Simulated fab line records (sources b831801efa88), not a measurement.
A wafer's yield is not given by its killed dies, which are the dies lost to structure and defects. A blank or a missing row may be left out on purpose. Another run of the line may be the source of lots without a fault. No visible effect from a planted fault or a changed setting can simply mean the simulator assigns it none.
2 desks looking at one fault :: flow gf180mcu :: what lay behind the numbers comes last; until then each desk has only its own

## DESK OF THE TOOL OWNER: rie_metal-04
The tool's own readings at GF_M3_METAL_ETCH_16 (etches the open film in Cl2/BCl3, stops on SiO2, target depth 750.8 nm, time 125.1 s): means of the sampled wafers that have a number, for each lot that ran on this tool. The brackets show how far a lot's mean lies from the usual mean; more than 4 standard deviations puts the lot out of limits, marked OUT.
Columns: A = bias_w at GF_M3_METAL_ETCH_16, usual 140.1 W; B = drypump_motor_current_A at GF_M3_METAL_ETCH_16, usual 5.8 A; C = mfc_cl2_sccm at GF_M3_METAL_ETCH_16, usual 80.00 sccm; D = oes_product_au at GF_M3_METAL_ETCH_16, usual 0.991 a.u.; E = throttle_valve_pct at GF_M3_METAL_ETCH_16, usual 28.230 %
lot: L658
first seen here: day 23 10:39
A: 139.6
B: 5.2
C: 79.94
D: 0.986
E: 28.227

lot: L663
first seen here: day 25 11:01
A: 140.0
B: 5.7
C: 80.13
D: 0.995
E: 28.217

lot: L664
first seen here: day 26 01:49
A: 188.6 (+99 or more) OUT
B: 5.7
C: 80.11
D: 0.999
E: 28.218

lot: L665
first seen here: day 26 06:09
A: 187.9 (+99 or more) OUT
B: 5.6
C: 80.03
D: 0.995
E: 28.223
This desk finds L664, L665 out of limits, L664 being first, at day 26 01:49 (bias_w at GF_M3_METAL_ETCH_16). L658, L663: within limits.

## FROM THE METROLOGY DESK
What the gauges read for every lot (on any tool): the sampled wafers with a number, averaged. The brackets show how far a lot's mean lies from the usual mean; more than 4 standard deviations puts the lot out of limits, marked OUT.
Columns: A = M3_ALCU_RS at GF_M3_RS_MEAS_05, usual 0.0695 ohm/sq; B = M3_ALCU_THK at GF_M3_THK_MEAS_06, usual 459 nm; C = cd_nm at GF_M3_CD_MEAS_14, usual 279.9 nm
lot: L652
first seen here: day 20 07:39
A: 0.0687
B: 465
C: 282.5

lot: L654
first seen here: day 20 20:09
A: 0.0698
B: 458
C: 279.7

lot: L655
first seen here: day 21 11:29
A: 0.0702
B: 452
C: 280.2

lot: L656
first seen here: day 21 12:26
A: 0.0691
B: 466
C: 280.5

lot: L658
first seen here: day 22 11:47
A: 0.0699
B: 457
C: 282.6

lot: L663
first seen here: day 24 13:53
A: 0.0692
B: 463
C: 278.9

lot: L664
first seen here: day 25 04:41
A: 0.0701
B: 456
C: 278.8

lot: L665
first seen here: day 25 09:06
A: 0.0701
B: 456
C: 279.0

lot: L670
first seen here: day 26 15:39
A: 0.0685
B: 462
C: 282.1

lot: L674
first seen here: day 27 15:49
A: 0.0707
B: 451
C: 278.9

lot: L675
first seen here: day 27 21:05
A: 0.0701
B: 457
C: 279.5
This desk's verdict: no lot among the 11 shows anything out of limits.

## TAKEN TOGETHER
At day 26 01:49, on L664, L665, the tool owner's desk was in a position to raise an alarm.
Metrology desk: nothing out of limits seen.
The metrology desk has L664, L665 on record, within its limits.
Of the lots named, all ran GF_M3_METAL_ETCH_16 on rie_metal-04.

## WHAT THE SIMULATOR HAD INSERTED
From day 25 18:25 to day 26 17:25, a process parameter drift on rie_metal-04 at GF_M3_METAL_ETCH_16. Setting bias_w, moved by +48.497, from 140. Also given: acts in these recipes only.
Shown lots that were struck: L664, L665.
How many hours passed from the start of the fault until each desk's first out-of-limits reading: the tool owner's desk, 7.
